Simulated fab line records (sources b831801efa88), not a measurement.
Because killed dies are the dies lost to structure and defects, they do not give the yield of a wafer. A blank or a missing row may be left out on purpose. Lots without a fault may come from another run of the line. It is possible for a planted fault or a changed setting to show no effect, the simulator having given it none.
Chamber matching + flow gf180mcu + GF_V5_CMP_26 on cmp-02: 4 sister chambers
The step polishes, stops on SiO2, t overpolish 15 s, target thk 0 nm. 20 wafers are shown with their chamber, then 10 later ones without.

WAFERS PAIRED WITH THEIR CHAMBERS
| wafer  | chamber | motor_current_A (A) | time_to_endpoint_s (s) | overpolish_run_s (s) |
|--------|---------|---------------------|------------------------|----------------------|
| L074.1 | 3       | 11.5                | 83                     | 14.999               |
| L074.2 | 2       | 9.2                 | 83                     | 14.989               |
| L074.5 | 0       | 10.4                | 86                     | 15.000               |
| L080.1 | 2       | 8.9                 | 78                     | 15.001               |
| L080.2 | 0       | 10.7                | 86                     | 15.006               |
| L080.3 | 1       | 10.3                | 75                     | 14.994               |
| L082.2 | 1       | 11.1                | 79                     | 14.993               |
| L082.5 | 0       | 11.2                | 86                     | 14.987               |
| L082.6 | 3       | 11.4                | 82                     | 15.004               |
| L084.1 | 2       | 8.8                 | 83                     | 15.001               |
| L084.2 | 1       | 10.6                | 78                     | 15.000               |
| L084.3 | 3       | 11.7                | 87                     | 15.002               |
| L085.2 | 1       | 10.7                | 76                     | 15.005               |
| L085.5 | 0       | 10.3                | 84                     | 15.002               |
| L085.6 | 3       | 11.9                | 83                     | 14.996               |
| L086.2 | 2       | 9.1                 | 80                     | 15.029               |
| L086.3 | 1       | 10.2                | 77                     | 15.005               |
| L086.6 | 0       | 9.9                 | 83                     | 14.989               |
| L087.1 | 1       | 9.7                 | 84                     | 15.006               |
| L087.2 | 0       | 10.7                | 89                     | 14.994               |

SIGNATURES (means of the wafers above)
| reading            | chamber 0 | chamber 1 | chamber 2 | chamber 3 | scatter within a chamber |
|--------------------|-----------|-----------|-----------|-----------|--------------------------|
| motor_current_A    | 10.533    | 10.433    | 9.000     | 11.625    | 0.385                    |
| time_to_endpoint_s | 85.67     | 78.17     | 81.00     | 83.75     | 2.56                     |
| overpolish_run_s   | 14.99633  | 15.00050  | 15.00500  | 15.00025  | 0.0092                   |
Rule: distance of a wafer from a chamber = root of the sum over the readings of ((wafer's reading minus chamber's mean) / reading's scatter) squared. If the next closest chamber is less than 2 further off than the closest, the wafer can't be placed; otherwise it belongs to the closest. The scatter is the square root of a quotient: the sum, over the shown wafers, of each reading's squared deviation from its chamber's mean, divided by wafers minus chambers.

WAFERS WITHOUT THEIR CHAMBER
| wafer  | motor_current_A (A) | time_to_endpoint_s (s) | overpolish_run_s (s) |
|--------|---------------------|------------------------|----------------------|
| L087.3 | 8.9                 | 86                     | 15.006               |
| L089.4 | 11.5                | 82                     | 14.984               |
| L089.5 | 11.2                | 87                     | 15.001               |
| L089.6 | 10.6                | 83                     | 15.008               |
| L090.2 | 10.7                | 79                     | 14.993               |
| L090.3 | 11.7                | 81                     | 14.985               |
| L090.4 | 10.2                | 83                     | 14.997               |
| L093.1 | 9.3                 | 81                     | 14.997               |
| L093.5 | 12.2                | 81                     | 14.993               |
| L093.6 | 10.4                | 87                     | 15.001               |

CHAMBER TAKEN BY EACH
| wafer  | from the rows above          | in truth |
|--------|------------------------------|----------|
| L087.3 | 2                            | 2        |
| L089.4 | can't be placed: 3 or 0 or 1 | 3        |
| L089.5 | can't be placed: 3 or 0      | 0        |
| L089.6 | can't be placed: 0 or 1 or 3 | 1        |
| L090.2 | can't be placed: 1 or 0      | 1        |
| L090.3 | can't be placed: 3 or 0 or 1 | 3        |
| L090.4 | can't be placed: 0 or 1 or 2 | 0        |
| L093.1 | can't be placed: 2 or 1      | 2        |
| L093.5 | 3                            | 3        |
| L093.6 | 0                            | 0        |
3 of 10 placed correctly. Not placeable from these rows: 7 (in 7, the candidates include the true chamber). 0 placed wrongly.
